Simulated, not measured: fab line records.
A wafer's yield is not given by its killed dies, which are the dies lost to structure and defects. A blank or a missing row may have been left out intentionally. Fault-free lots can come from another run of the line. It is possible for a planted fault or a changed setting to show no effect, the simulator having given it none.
Which tool is to blame? || flow sky130 || 13 lots with 39 wafers sampled at 4 steps, on a route of 708 steps

WHAT THE GAUGES SHOWED, per wafer
SKY_FIELD_ISO_THK_MEAS_25. Usual: for FIELD_ISO_CVD_24_THK the level is 595 nm and the standard deviation is 7.6.
{"lot": "L125", "measured": "day 2 09:34", "on": "filmMetro-03", "FIELD_ISO_CVD_24_THK (nm)": "594 606 586", "flag": ""}
{"lot": "L126", "measured": "day 2 16:11", "on": "filmMetro-01", "FIELD_ISO_CVD_24_THK (nm)": "592 603 596", "flag": ""}
{"lot": "L127", "measured": "day 3 03:19", "on": "filmMetro-01", "FIELD_ISO_CVD_24_THK (nm)": "591 589 582", "flag": ""}
{"lot": "L129", "measured": "day 3 03:23", "on": "filmMetro-03", "FIELD_ISO_CVD_24_THK (nm)": "593 591 594", "flag": ""}
{"lot": "L130", "measured": "day 3 14:26", "on": "filmMetro-03", "FIELD_ISO_CVD_24_THK (nm)": "585 586 580", "flag": ""}
{"lot": "L132", "measured": "day 4 03:10", "on": "filmMetro-03", "FIELD_ISO_CVD_24_THK (nm)": "577 602 581", "flag": ""}
{"lot": "L131", "measured": "day 4 03:13", "on": "filmMetro-02", "FIELD_ISO_CVD_24_THK (nm)": "583 586 576", "flag": ""}
{"lot": "L133", "measured": "day 4 07:07", "on": "filmMetro-02", "FIELD_ISO_CVD_24_THK (nm)": "606 595 606", "flag": ""}
{"lot": "L134", "measured": "day 4 07:12", "on": "filmMetro-02", "FIELD_ISO_CVD_24_THK (nm)": "610 597 592", "flag": ""}
{"lot": "L135", "measured": "day 4 16:57", "on": "filmMetro-03", "FIELD_ISO_CVD_24_THK (nm)": "597 593 601", "flag": ""}
{"lot": "L136", "measured": "day 5 01:24", "on": "filmMetro-02", "FIELD_ISO_CVD_24_THK (nm)": "589 589 611", "flag": ""}
{"lot": "L137", "measured": "day 5 01:24", "on": "filmMetro-03", "FIELD_ISO_CVD_24_THK (nm)": "605 599 604", "flag": ""}
{"lot": "L138", "measured": "day 5 06:14", "on": "filmMetro-02", "FIELD_ISO_CVD_24_THK (nm)": "601 597 600", "flag": ""}

SKY_NWELL_THK_MEAS_02. Usual: for NWELL_OXIDATION_THK the level is 10.18 nm and the standard deviation is 0.2.
{"lot": "L125", "measured": "day 2 21:37", "on": "filmMetro-01", "NWELL_OXIDATION_THK (nm)": "9.95 9.89 9.88", "flag": ""}
{"lot": "L126", "measured": "day 3 10:13", "on": "filmMetro-02", "NWELL_OXIDATION_THK (nm)": "10.14 10.02 9.98", "flag": ""}
{"lot": "L127", "measured": "day 3 18:27", "on": "filmMetro-01", "NWELL_OXIDATION_THK (nm)": "10.08 10.16 9.98", "flag": ""}
{"lot": "L129", "measured": "day 3 18:28", "on": "filmMetro-04", "NWELL_OXIDATION_THK (nm)": "10.24 10.27 10.17", "flag": ""}
{"lot": "L130", "measured": "day 4 05:49", "on": "filmMetro-04", "NWELL_OXIDATION_THK (nm)": "10.43 10.54 10.45", "flag": ""}
{"lot": "L132", "measured": "day 4 18:14", "on": "filmMetro-01", "NWELL_OXIDATION_THK (nm)": "10.38 10.44 10.46", "flag": ""}
{"lot": "L131", "measured": "day 4 18:13", "on": "filmMetro-02", "NWELL_OXIDATION_THK (nm)": "10.57 10.37 10.53", "flag": ""}
{"lot": "L133", "measured": "day 4 18:13", "on": "filmMetro-04", "NWELL_OXIDATION_THK (nm)": "10.24 10.11 10.11", "flag": ""}
{"lot": "L134", "measured": "day 4 18:17", "on": "filmMetro-01", "NWELL_OXIDATION_THK (nm)": "10.25 10.28 10.33", "flag": ""}
{"lot": "L135", "measured": "day 5 03:26", "on": "filmMetro-04", "NWELL_OXIDATION_THK (nm)": "10.02 9.85 10.09", "flag": ""}
{"lot": "L136", "measured": "day 5 09:12", "on": "filmMetro-04", "NWELL_OXIDATION_THK (nm)": "10.24 10.53 10.31", "flag": ""}
{"lot": "L137", "measured": "day 5 09:12", "on": "filmMetro-02", "NWELL_OXIDATION_THK (nm)": "10.28 10.29 10.37", "flag": ""}
{"lot": "L138", "measured": "day 5 10:35", "on": "filmMetro-02", "NWELL_OXIDATION_THK (nm)": "10.05 10.05 9.97", "flag": ""}

SKY_DNWELL_TW_MEAS_09. Usual: for DNWELL_TW the level is 1120 and the standard deviation is 6.7.
{"lot": "L125", "measured": "day 3 12:35", "on": "filmMetro-01", "DNWELL_TW": "1107 1103 1102", "flag": ""}
{"lot": "L126", "measured": "day 4 01:11", "on": "filmMetro-04", "DNWELL_TW": "1121 1119 1117", "flag": ""}
{"lot": "L127", "measured": "day 4 10:19", "on": "filmMetro-01", "DNWELL_TW": "1126 1121 1120", "flag": ""}
{"lot": "L129", "measured": "day 4 10:35", "on": "filmMetro-04", "DNWELL_TW": "1115 1123 1120", "flag": ""}
{"lot": "L130", "measured": "day 4 21:11", "on": "filmMetro-04", "DNWELL_TW": "1121 1117 1120", "flag": ""}
{"lot": "L132", "measured": "day 5 11:08", "on": "filmMetro-02", "DNWELL_TW": "1130 1136 1132", "flag": ""}
{"lot": "L131", "measured": "day 5 10:25", "on": "filmMetro-01", "DNWELL_TW": "1115 1118 1116", "flag": ""}
{"lot": "L133", "measured": "day 5 10:46", "on": "filmMetro-04", "DNWELL_TW": "1106 1112 1116", "flag": ""}
{"lot": "L134", "measured": "day 5 11:11", "on": "filmMetro-01", "DNWELL_TW": "1109 1121 1114", "flag": ""}
{"lot": "L135", "measured": "day 5 20:31", "on": "filmMetro-04", "DNWELL_TW": "2014 2028 2021", "flag": "OFF"}
{"lot": "L136", "measured": "day 6 03:32", "on": "filmMetro-04", "DNWELL_TW": "2029 2028 2027", "flag": "OFF"}
{"lot": "L137", "measured": "day 6 03:11", "on": "filmMetro-02", "DNWELL_TW": "2050 2043 2050", "flag": "OFF"}
{"lot": "L138", "measured": "day 6 05:32", "on": "filmMetro-04", "DNWELL_TW": "2015 2024 2023", "flag": "OFF"}

WHICH TOOL RAN EACH LOT (tool, then ch and the chambers of the sampled wafers, then the start)
{"lot": "L125", "SKY_DNWELL_IMPLANT_07": "implanter-01 ch 0, day 3 12:23"}
{"lot": "L126", "SKY_DNWELL_IMPLANT_07": "implanter-04 ch 0, day 4 00:56"}
{"lot": "L127", "SKY_DNWELL_IMPLANT_07": "implanter-01 ch 0, day 4 10:04"}
{"lot": "L129", "SKY_DNWELL_IMPLANT_07": "implanter-03 ch 0, day 4 10:21"}
{"lot": "L130", "SKY_DNWELL_IMPLANT_07": "implanter-03 ch 0, day 4 20:58"}
{"lot": "L132", "SKY_DNWELL_IMPLANT_07": "implanter-03 ch 0, day 5 10:55"}
{"lot": "L131", "SKY_DNWELL_IMPLANT_07": "implanter-01 ch 0, day 5 10:11"}
{"lot": "L133", "SKY_DNWELL_IMPLANT_07": "implanter-04 ch 0, day 5 10:31"}
{"lot": "L134", "SKY_DNWELL_IMPLANT_07": "implanter-01 ch 0, day 5 10:58"}
{"lot": "L135", "SKY_DNWELL_IMPLANT_07": "implanter-01 ch 0, day 5 20:17"}
{"lot": "L136", "SKY_DNWELL_IMPLANT_07": "implanter-01 ch 0, day 6 03:19"}
{"lot": "L137", "SKY_DNWELL_IMPLANT_07": "implanter-03 ch 0, day 6 02:58"}
{"lot": "L138", "SKY_DNWELL_IMPLANT_07": "implanter-03 ch 0, day 6 05:17"}
- SKY_DNWELL_IMPLANT_07

WHAT THE TOOLS THEMSELVES READ (means of the sampled wafers that have a number; where no wafer has one, the mark that the record gives instead)
The record holds no such reading with a usual standard deviation.

THE ANSWER, worked out from the rows above alone
Rule: take the mean of a lot's wafers that have a number; if it is more than 3 standard deviations from the usual mean, the lot is off. A lot without any number at a reading at which 4 lots or more have one is off too. Any other lot the step has rows for is counted as sound. The gauges are gone through in route order, then the tools' own readings, and for those a lot's mean is taken as printed above. At the first step where some lot is off, the reading lying furthest off is the one used; lots without a number count as furthest.
Off: L135, L136, L137, L138, at SKY_DNWELL_TW_MEAS_09 (DNWELL_TW).
If a tool, at a process step before that reading, ran all the lots that are off and no sound lot after the first of them, it fits. Those tools and the gauges at SKY_DNWELL_TW_MEAS_09 are tried in the same way. Not one of the candidates tried fits.

WHAT WAS PUT IN BY THE SIMULATOR
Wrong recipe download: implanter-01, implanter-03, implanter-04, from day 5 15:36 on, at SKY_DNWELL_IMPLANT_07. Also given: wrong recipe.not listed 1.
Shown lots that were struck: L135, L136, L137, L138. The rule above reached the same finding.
